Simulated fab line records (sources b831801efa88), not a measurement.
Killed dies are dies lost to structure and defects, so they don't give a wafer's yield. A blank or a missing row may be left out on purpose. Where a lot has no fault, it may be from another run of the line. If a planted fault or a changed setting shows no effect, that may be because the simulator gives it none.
Chamber matching | flow gf180mcu | GF_V4_CVD_00 on hdpcvd-01 has 3 sister chambers
The step deposits SiO2, target thk 600 nm, time 100 s. 3 wafers are shown with their chamber, then 7 later ones without.

## WAFERS WITH THEIR CHAMBER
wafer  | chamber | run_length_s (s)
L335.2 | 0       | 128.1
L334.1 | 2       | 128.6
L334.2 | 1       | 126.9

## WAFERS MISSING THEIR CHAMBER
wafer  | run_length_s (s)
L334.6 | 127.7
L336.1 | 128.1
L336.3 | 127.8
L336.4 | 127.7
L339.1 | 127.5
L339.4 | 127.7
L339.6 | 126.8

## WHICH CHAMBER EACH WENT THROUGH
wafer  | from the rows above          | in truth
L334.6 | can't be placed: 0 or 1 or 2 | 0
L336.1 | can't be placed: 0 or 2      | 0
L336.3 | can't be placed: 0 or 2 or 1 | 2
L336.4 | can't be placed: 0 or 1 or 2 | 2
L339.1 | can't be placed: 0 or 1 or 2 | 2
L339.4 | can't be placed: 0 or 1 or 2 | 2
L339.6 | 1                            | 1
Correctly placed: 1 of 7. Not placeable from these rows: 6 (in 6, the candidates include the true chamber). Placed wrongly: 0.
How it was worked out, from the rows above alone: a wafer's distance from a chamber is the root of the sum, over the readings, of the square of ((its reading less the chamber's mean) divided by the reading's scatter). If the next closest chamber is less than 2 further off than the closest, the wafer can't be placed; otherwise it belongs to the closest. For every chamber, the mean is computed from those of its wafers that are shown. The scatter: root of mean squared gap, hidden wafer to nearest shown wafer, with one shown wafer a chamber.
